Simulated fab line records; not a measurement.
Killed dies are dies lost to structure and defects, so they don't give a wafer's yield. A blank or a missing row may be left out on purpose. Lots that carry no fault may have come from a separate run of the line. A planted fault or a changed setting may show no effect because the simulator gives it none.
The tool behind it: which one? -- flow sky130 -- Sampling: 12 lots, 36 wafers, 5 of 708 route steps

== WHAT THE GAUGES READ, wafer by wafer ==
SKY_NWELL_TW_MEAS_15. Usual: NWELL_TW 1806, standard deviation 12.
lot,measured,on,NWELL_TW,flag
L858,day 4 18:50,filmMetro-04,1831 1817 1829,
L859,day 5 00:48,filmMetro-04,1817 1827 1826,
L861,day 5 13:59,filmMetro-01,1804 1802 1802,
L862,day 5 14:19,filmMetro-02,1801 1790 1794,
L863,day 5 20:29,filmMetro-01,1809 1807 1803,
L864,day 6 00:32,filmMetro-04,1843 1828 1829,
L866,day 6 12:54,filmMetro-02,1795 1798 1787,
L869,day 7 07:27,filmMetro-01,1795 1798 1795,
L876,day 9 08:02,filmMetro-01,1799 1796 1803,
L878,day 9 14:48,filmMetro-01,1791 1805 1795,
L880,day 9 22:05,filmMetro-02,1810 1808 1809,
L881,day 10 05:11,filmMetro-02,1814 1810 1813,

SKY_NWELL_OVL_MEAS_23. Usual: NWELL_01_OVL -0.4 nm, standard deviation 1.4.
lot,measured,on,NWELL_01_OVL (nm),flag
L858,day 5 12:24,overlay-01,-0.3 -1.0 -0.8,
L859,day 5 19:06,overlay-01,0.1 1.6 -0.9,
L861,day 6 08:00,overlay-02,-3.5 -2.4 -2.0,
L862,day 6 08:31,overlay-01,1.3 0.0 1.5,
L863,day 6 16:03,overlay-01,0.8 0.7 0.4,
L864,day 6 19:15,overlay-01,0.6 1.3 2.0,
L866,day 7 07:28,overlay-01,-1.3 -2.1 -0.5,
L869,day 8 03:34,overlay-02,-3.2 -2.4 -2.8,
L876,day 10 06:46,overlay-02,-2.2 -1.6 -1.6,
L878,day 10 13:30,overlay-01,-0.9 0.5 0.9,
L880,day 10 20:51,overlay-02,0.9 0.8 1.0,
L881,day 11 04:21,overlay-01,0.2 1.6 0.5,

SKY_VT_ADJUST_NCORE_CD_MEAS_07: target cd 380 nm. Usual: cdNm at 379.8 nm, with a standard deviation of 2.4.
lot,measured,on,cdNm (nm),flag
L858,day 8 20:52,cdSem-01,379.9 378.9 378.8,
L859,day 9 04:01,cdSem-02,380.1 379.6 381.3,
L861,day 9 20:13,cdSem-01,378.9 380.7 381.6,
L862,day 9 20:55,cdSem-02,379.3 381.0 379.3,
L863,day 10 06:24,cdSem-01,381.9 380.9 382.6,
L864,day 10 09:16,cdSem-01,383.7 383.9 382.4,
L866,day 10 21:59,cdSem-01,389.3 387.4 379.9,
L869,day 11 23:23,cdSem-01,387.5 388.2 379.1,
L876,day 14 09:55,cdSem-01,377.9 375.8 376.1,
L878,day 14 17:14,cdSem-01,379.9 378.5 379.3,
L880,day 15 01:59,cdSem-02,376.4 374.4 378.3,
L881,day 15 10:30,cdSem-02,380.7 382.1 381.0,

== EACH LOT AND THE TOOL THAT RAN IT (in order: tool; ch and the chambers of the sampled wafers; start) ==
lot,SKY_NWELL_RTA_28,SKY_VT_ADJUST_NCORE_COAT_02
L858,"rtpAnneal-01 ch 0, day 5 12:47","lithoTrack-03 ch 0, day 8 10:21"
L859,"rtpAnneal-01 ch 0, day 5 19:31","lithoTrack-01 ch 0, day 8 17:05"
L861,"rtpAnneal-02 ch 0, day 6 08:24","lithoTrack-01 ch 0, day 9 09:07"
L862,"rtpAnneal-01 ch 0, day 6 08:58","lithoTrack-01 ch 0, day 9 10:05"
L863,"rtpAnneal-01 ch 0, day 6 16:29","lithoTrack-03 ch 0, day 9 18:06"
L864,"rtpAnneal-02 ch 0, day 6 19:39","lithoTrack-03 ch 0, day 9 21:48"
L866,"rtpAnneal-02 ch 0, day 7 07:52","lithoTrack-03 ch 0, day 10 10:55"
L869,"rtpAnneal-02 ch 0, day 8 03:59","lithoTrack-03 ch 0, day 11 11:13"
L876,"rtpAnneal-01 ch 0, day 10 07:09","lithoTrack-03 ch 0, day 13 20:27"
L878,"rtpAnneal-01 ch 0, day 10 13:55","lithoTrack-01 ch 0, day 14 03:17"
L880,"rtpAnneal-01 ch 0, day 10 21:16","lithoTrack-01 ch 0, day 14 12:23"
L881,"rtpAnneal-02 ch 0, day 11 04:45","lithoTrack-03 ch 0, day 14 21:00"
- SKY_NWELL_RTA_28: time 30 s.
- SKY_VT_ADJUST_NCORE_COAT_02: resist thk 1140 nm.

== WHAT THE TOOLS THEMSELVES READ (means of the sampled wafers that have a number; where no wafer has one, the mark that the record gives instead) ==
SKY_NWELL_RTA_28. Usual: lampPowerPct 25.30 %, standard deviation 0.054; wafer_temp_C_max 1054.9, standard deviation 0.91.
lot,tool,lampPowerPct (%),wafer_temp_C_max,flag
L858,rtpAnneal-01,25.27,1054.5,
L859,rtpAnneal-01,25.32,1054.4,
L861,rtpAnneal-02,25.30,1055.8,
L862,rtpAnneal-01,25.24,1055.4,
L863,rtpAnneal-01,25.30,1054.4,
L864,rtpAnneal-02,25.27,1054.8,
L866,rtpAnneal-02,25.33,1055.0,
L869,rtpAnneal-02,25.27,1054.8,
L876,rtpAnneal-01,25.28,1054.9,
L878,rtpAnneal-01,25.37,1055.2,
L880,rtpAnneal-01,25.35,1055.0,
L881,rtpAnneal-02,25.25,1054.8,

== THE ANSWER, worked out from the rows above alone ==
Rule: lot off if the mean of its wafers having a number is beyond 3 standard deviations from the usual mean. A lot without any number at a reading at which 4 lots or more have one is off too. All remaining lots with rows at the step are treated as sound. Order of review: gauges by route order, followed by the tools' own readings, for which a lot's mean as printed above is used. At the first step where some lot is off, the reading lying furthest off is the one used; lots without a number count as furthest.
Across all readings shown, no lot is off: no conclusion can be drawn from this.

== WHAT WAS PUT IN BY THE SIMULATOR ==
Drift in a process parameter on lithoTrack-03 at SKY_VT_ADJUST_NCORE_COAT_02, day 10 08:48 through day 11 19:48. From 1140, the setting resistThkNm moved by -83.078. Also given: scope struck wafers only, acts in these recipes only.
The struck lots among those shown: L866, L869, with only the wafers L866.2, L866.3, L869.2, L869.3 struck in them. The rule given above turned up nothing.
